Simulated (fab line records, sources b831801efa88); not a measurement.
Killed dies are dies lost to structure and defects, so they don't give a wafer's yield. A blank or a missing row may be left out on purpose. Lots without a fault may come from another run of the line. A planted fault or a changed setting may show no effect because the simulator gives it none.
Which tool did it? | flow sky130 | 11 lots, 33 wafers sampled, at 4 steps of a route of 708

WHAT THE GAUGES READ, wafer by wafer
SKY_FIELD_ISO_THK_MEAS_02.
lot  | measured    | on            | FIELD_ISO_OXIDATION_00_THK (nm)
L224 | day 1 11:54 | film_metro-02 | 12.26 12.12 12.40
L226 | day 2 04:38 | film_metro-02 | 11.87 12.11 11.99
L230 | day 2 21:43 | film_metro-01 | 12.50 12.54 12.41
L231 | day 3 01:41 | film_metro-02 | 12.27 12.14 12.39
L234 | day 3 14:36 | film_metro-01 | 12.07 12.07 12.21
L235 | day 3 20:57 | film_metro-01 | 12.53 12.44 12.44
L236 | day 4 00:59 | film_metro-02 | 11.94 12.15 12.06
L237 | day 4 05:05 | film_metro-04 | 11.98 12.02 12.26
L241 | day 5 01:18 | film_metro-02 | 11.90 11.75 11.80
L242 | day 5 05:38 | film_metro-04 | 11.56 11.51 11.66
L243 | day 5 11:05 | film_metro-02 | 12.15 12.07 12.11

SKY_NWELL_THK_MEAS_02.
lot  | measured    | on            | NWELL_OXIDATION_THK (nm)
L224 | day 2 22:41 | film_metro-03 | 10.11 10.03 10.14
L226 | day 3 07:37 | film_metro-01 | 10.07 10.10 10.17
L230 | day 4 03:34 | film_metro-01 | 12.15 12.04 12.12
L231 | day 4 03:34 | film_metro-02 | 12.25 12.10 12.21
L234 | day 4 17:37 | film_metro-01 | 10.24 10.27 10.10
L235 | day 5 01:30 | film_metro-02 | 10.26 10.04 10.28
L236 | day 5 02:53 | film_metro-01 | 10.20 10.06 10.21
L237 | day 5 06:49 | film_metro-01 | 9.96 9.99 9.92
L241 | day 6 05:04 | film_metro-02 | 10.34 10.33 10.32
L242 | day 6 09:27 | film_metro-03 | 9.93 10.25 10.21
L243 | day 6 14:17 | film_metro-02 | 10.14 10.30 10.09

WHICH TOOL RAN EACH LOT (tool, then ch and the chambers of the sampled wafers, then the start)
lot  | SKY_FIELD_ISO_CMP_27         | SKY_NWELL_OXIDATION_01
L224 | cmp-01 ch 1,2,3, day 2 16:04 | furnace-02 ch 0, day 2 21:16
L226 | cmp-01 ch 0,2,3, day 3 05:01 | furnace-01 ch 0, day 3 06:13
L230 | cmp-02 ch 1,3, day 3 23:31   | furnace-01 ch 0, day 4 02:09
L231 | cmp-02 ch 1,3, day 4 01:05   | furnace-01 ch 0, day 4 02:09
L234 | cmp-02 ch 0,1, day 4 15:16   | furnace-02 ch 0, day 4 16:11
L235 | cmp-02 ch 1,2,3, day 4 22:22 | furnace-02 ch 0, day 5 00:06
L236 | cmp-02 ch 1,2, day 5 00:13   | furnace-02 ch 0, day 5 01:30
L237 | cmp-02 ch 0,2,3, day 5 04:26 | furnace-02 ch 0, day 5 05:24
L241 | cmp-01 ch 0,1,3, day 6 02:43 | furnace-02 ch 0, day 6 03:38
L242 | cmp-02 ch 1,2,3, day 6 06:41 | furnace-02 ch 0, day 6 08:02
L243 | cmp-02 ch 2,3, day 6 11:48   | furnace-02 ch 0, day 6 12:53
- SKY_FIELD_ISO_CMP_27: polishes, stops on Si3N4, t overpolish 16 s, target thk 457.8 nm.
- SKY_NWELL_OXIDATION_01: stabilise 600 s, purge 300 s, target thk 10 nm.

WHAT THE TOOLS THEMSELVES READ (means of the sampled wafers that have a number; where no wafer has one, the mark that the record gives instead)
SKY_FIELD_ISO_CMP_27.
lot  | tool   | motor_current_A (A) | overpolish_run_s (s) | time_to_endpoint_s (s)
L224 | cmp-01 | 11.5                | 16.002               | 117
L226 | cmp-01 | 11.5                | 16.002               | 114
L230 | cmp-02 | 12.8                | 15.995               | 113
L231 | cmp-02 | 12.6                | 15.998               | 113
L234 | cmp-02 | 12.1                | 16.002               | 108
L235 | cmp-02 | 12.3                | 16.002               | 111
L236 | cmp-02 | 12.2                | 15.998               | 112
L237 | cmp-02 | 12.1                | 16.000               | 109
L241 | cmp-01 | 12.5                | 15.996               | 115
L242 | cmp-02 | 12.4                | 16.007               | 114
L243 | cmp-02 | 12.1                | 15.993               | 118

SKY_NWELL_OXIDATION_01.
lot  | tool       | spike_tc_bottom_C (C) | spike_tc_centre_C (C) | spike_tc_lower_C (C) | spike_tc_top_C (C) | spike_tc_upper_C (C) | tube_center_temp_C (C) | tube_center_temp_C_max | zone_power_bottom_pct (%)
L224 | furnace-02 | 918.1                 | 901.4                 | 899.5                | 907.4              | 899.2                | 900                    | 902.2                  | 25.9
L226 | furnace-01 | 913.7                 | 900.3                 | 901.1                | 913.5              | 896.9                | 900                    | 902.2                  | 26.7
L230 | furnace-01 | 933.2                 | 918.8                 | 918.0                | 931.2              | 915.5                | 918                    | 920.8                  | 27.9
L231 | furnace-01 | 933.6                 | 918.6                 | 917.3                | 931.2              | 915.9                | 918                    | 920.0                  | 27.9
L234 | furnace-02 | 917.3                 | 901.8                 | 901.0                | 907.7              | 899.0                | 900                    | 902.3                  | 26.0
L235 | furnace-02 | 918.5                 | 902.2                 | 901.4                | 908.0              | 899.0                | 900                    | 902.5                  | 25.6
L236 | furnace-02 | 918.0                 | 900.6                 | 901.7                | 907.8              | 899.6                | 900                    | 902.0                  | 26.1
L237 | furnace-02 | 917.8                 | 901.4                 | 900.5                | 908.8              | 899.0                | 900                    | 902.3                  | 26.1
L241 | furnace-02 | 919.1                 | 901.1                 | 900.5                | 908.1              | 899.1                | 900                    | 902.3                  | 25.9
L242 | furnace-02 | 919.4                 | 900.8                 | 900.7                | 909.8              | 899.2                | 900                    | 902.4                  | 26.0
L243 | furnace-02 | 919.5                 | 902.2                 | 899.6                | 908.0              | 898.8                | 900                    | 902.5                  | 26.0

THE ANSWER, worked out from the rows above alone
Rule: what is usual is taken from the lots themselves. Put in order of their means at a reading, lots are off if they are a third of the lots or fewer, leave a main group of 4 or more, and stand apart from it by a gap of 3 or more times the standard deviation of the main group's means; of several such gaps the widest counts. A main group whose means are all the same, to the digits that the tables above print for the reading, isn't used. A lot without any number at a reading at which 4 lots or more have one is off too. The other lots that the step has rows for count as sound. The gauges are gone through in route order, then the tools' own readings, and for those a lot's mean is taken as printed above. The first step at which some lot is off is used, and at that step the reading that is off furthest; a lot without a number counts as furthest.
Off: L230, L231, at SKY_NWELL_THK_MEAS_02 (NWELL_OXIDATION_THK). The main group: mean 10.15 nm, standard deviation 0.094.
A tool fits if, at a process step before that reading, it ran every lot that is off, and no sound lot after the first of them. The gauges at SKY_NWELL_THK_MEAS_02 aren't tried: what is off there is off at SKY_NWELL_OXIDATION_01 too, on other tools, and a gauge's error can't cause that. One fits: furnace-01 at SKY_NWELL_OXIDATION_01. Its last sound lot is L226 (day 3 06:13), its first lot that is off L230 (day 4 02:09): a fault that began between those two fits.
The tool's own readings at SKY_NWELL_OXIDATION_01 bear it out: on the lots that are off they differ by more than 5 times the standard deviation of the sound lots' means. spike_tc_bottom_C reads 933.4 C there against 917.9 C on the sound lots; spike_tc_centre_C reads 918.7 C there against 901.3 C on the sound lots; spike_tc_lower_C reads 917.6 C there against 900.7 C on the sound lots; spike_tc_top_C reads 931.2 C there against 908.8 C on the sound lots; spike_tc_upper_C reads 915.7 C there against 898.9 C on the sound lots; tube_center_temp_C reads 918 C there against 900 C on the sound lots; tube_center_temp_C_max reads 920.4 there against 902.3 on the sound lots; zone_power_bottom_pct reads 27.9 % there against 26.0 % on the sound lots.

WHAT THE SIMULATOR HAD PUT IN
Process parameter drift: furnace-01, from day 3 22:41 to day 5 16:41, at SKY_NWELL_OXIDATION_01. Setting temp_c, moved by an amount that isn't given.
Lots struck among those shown: L230, L231. The rule above found the same.
